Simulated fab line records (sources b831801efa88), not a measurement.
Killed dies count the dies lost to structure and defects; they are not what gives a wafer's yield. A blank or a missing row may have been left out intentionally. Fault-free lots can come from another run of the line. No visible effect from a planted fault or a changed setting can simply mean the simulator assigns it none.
Which tool is to blame?	flow sky130	13 lots, 39 wafers sampled, at 5 steps of a route of 708

## WHAT THE GAUGES SHOWED, per wafer
SKY_RES_XHIGH_TW_MEAS_09.
lot	measured	on	RES_XHIGH_TW
L937	day 27 15:35	film metro-02	1640 1635 1638
L936	day 27 17:33	film metro-02	1644 1630 1643
L935	day 27 19:59	film metro-03	1646 1642 1647
L939	day 28 04:16	film metro-04	1616 1614 1611
L940	day 28 14:06	film metro-02	1652 1640 1629
L941	day 28 21:31	film metro-03	1654 1656 1653
L942	day 29 07:14	film metro-02	1639 1639 1648
L945	day 30 11:49	film metro-03	1664 1668 1648
L947	day 31 00:13	film metro-02	1636 1640 1642
L955	day 34 01:02	film metro-04	1626 1616 1619
L956	day 34 02:49	film metro-03	1668 1662 1662
L957	day 34 04:11	film metro-04	1608 1618 1609
L958	day 34 12:10	film metro-03	1669 1662 1666

SKY_SD_N_CD_MEAS_07: target cd 380 nm.
lot	measured	on	cd nm (nm)
L937	day 28 20:19	cd sem-02	379.2 380.5 380.5
L936	day 28 22:04	cd sem-01	375.0 374.4 375.3
L935	day 28 23:47	cd sem-01	377.8 374.9 376.5
L939	day 29 08:25	cd sem-01	378.8 378.9 379.8
L940	day 29 18:58	cd sem-01	381.0 379.6 380.2
L941	day 30 02:38	cd sem-01	377.6 378.7 376.7
L942	day 30 11:43	cd sem-01	377.1 376.0 377.6
L945	day 31 14:56	cd sem-02	381.3 378.5 379.2
L947	day 32 02:41	cd sem-01	329.0 330.1 329.7
L955	day 35 02:32	cd sem-01	382.2 382.7 380.8
L956	day 35 05:07	cd sem-02	378.1 379.0 375.8
L957	day 35 05:49	cd sem-02	377.5 378.9 378.1
L958	day 35 13:43	cd sem-02	376.9 375.2 378.0

SKY_SD_N_OVL_MEAS_08.
lot	measured	on	SD_N_OVL (nm)
L937	day 28 20:24	overlay-01	3.4 0.4 2.7
L936	day 28 22:11	overlay-02	-1.8 -1.0 -2.7
L935	day 28 23:53	overlay-01	0.6 -0.4 2.1
L939	day 29 08:32	overlay-01	1.3 -1.1 -2.9
L940	day 29 19:05	overlay-02	-0.8 -2.4 -0.4
L941	day 30 02:44	overlay-02	-2.7 -2.3 -1.9
L942	day 30 11:50	overlay-02	-0.8 -2.0 -1.4
L945	day 31 15:02	overlay-01	0.2 1.7 1.1
L947	day 32 02:48	overlay-02	-3.1 -2.8 -4.0
L955	day 35 02:38	overlay-02	1.0 1.1 -0.3
L956	day 35 05:13	overlay-01	-0.5 0.7 -0.7
L957	day 35 05:56	overlay-01	0.0 -0.1 -1.7
L958	day 35 13:50	overlay-01	-0.6 0.4 -1.7

SKY_SD_N_RS_MEAS_17: the measuring method here is four-point-probe.
lot	measured	on	SD_P_RS (ohm/sq)
L937	day 28 21:17	film metro-02	147.7 147.4 147.2
L936	day 28 23:01	film metro-04	147.0 147.2 146.8
L935	day 29 00:45	film metro-03	146.9 147.0 146.9
L939	day 29 09:23	film metro-02	146.6 146.6 146.6
L940	day 29 19:56	film metro-02	147.7 147.4 147.1
L941	day 30 03:36	film metro-03	146.8 146.9 146.4
L942	day 30 12:41	film metro-02	146.5 147.1 146.6
L945	day 31 15:53	film metro-03	147.5 147.7 147.3
L947	day 32 03:39	film metro-04	147.8 147.6 147.0
L955	day 35 03:29	film metro-02	147.4 147.6 147.5
L956	day 35 06:05	film metro-04	147.3 147.8 147.0
L957	day 35 06:47	film metro-04	147.2 147.3 147.3
L958	day 35 14:41	film metro-04	146.7 146.7 146.8

## WHAT TOOL EACH LOT RAN ON (gives the tool, then ch and the chambers of the sampled wafers, and finally the start)
lot	SKY_SD_N_EXPOSE_04
L937	iline stepper-01 ch 0, day 28 06:02
L936	iline stepper-02 ch 0, day 28 07:31
L935	iline stepper-01 ch 0, day 28 09:37
L939	iline stepper-01 ch 0, day 28 18:13
L940	iline stepper-02 ch 0, day 29 04:57
L941	iline stepper-01 ch 0, day 29 12:20
L942	iline stepper-02 ch 0, day 29 20:57
L945	iline stepper-02 ch 0, day 31 01:01
L947	iline stepper-02 ch 0, day 31 13:53
L955	iline stepper-02 ch 0, day 34 14:05
L956	iline stepper-02 ch 0, day 34 16:31
L957	iline stepper-01 ch 0, day 34 17:30
L958	iline stepper-02 ch 0, day 35 01:01
- SKY_SD_N_EXPOSE_04: exposes mask NSDM, target cd 380 nm.

## WHAT THE TOOLS THEMSELVES READ (means of the sampled wafers that have a number; where no wafer has one, the mark that the record gives instead)
The record holds no such reading with a usual standard deviation.

## THE ANSWER, worked out from the rows above alone
Rule: usual is defined by the lots themselves. The widest of any qualifying gaps counts: lots, ordered by their means at a reading, are off when they make up no more than a third of the lots, leave a main group of 4 or more, and stand apart from it by 3 or more times the standard deviation of that group's means. If all means in a main group match to the digits the tables above print for the reading, that group is not used. Also off: a lot with no number at a reading for which 4 or more lots have one. Where the step has rows for the other lots, those lots are counted as sound. The gauges are gone through in route order, then the tools' own readings, and for those a lot's mean is taken as printed above. At the first step where some lot is off, the reading lying furthest off is the one used; lots without a number count as furthest.
Off at SKY_SD_N_CD_MEAS_07 (cd nm): L947. The main group has a mean of 378.3 nm with a standard deviation of 1.9.
If a tool, at a process step before that reading, ran all the lots that are off and no sound lot after the first of them, it fits. Those tools and the gauges at SKY_SD_N_CD_MEAS_07 are tried in the same way. No candidate that was tried fits.

## WHAT HAD BEEN PUT IN BY THE SIMULATOR
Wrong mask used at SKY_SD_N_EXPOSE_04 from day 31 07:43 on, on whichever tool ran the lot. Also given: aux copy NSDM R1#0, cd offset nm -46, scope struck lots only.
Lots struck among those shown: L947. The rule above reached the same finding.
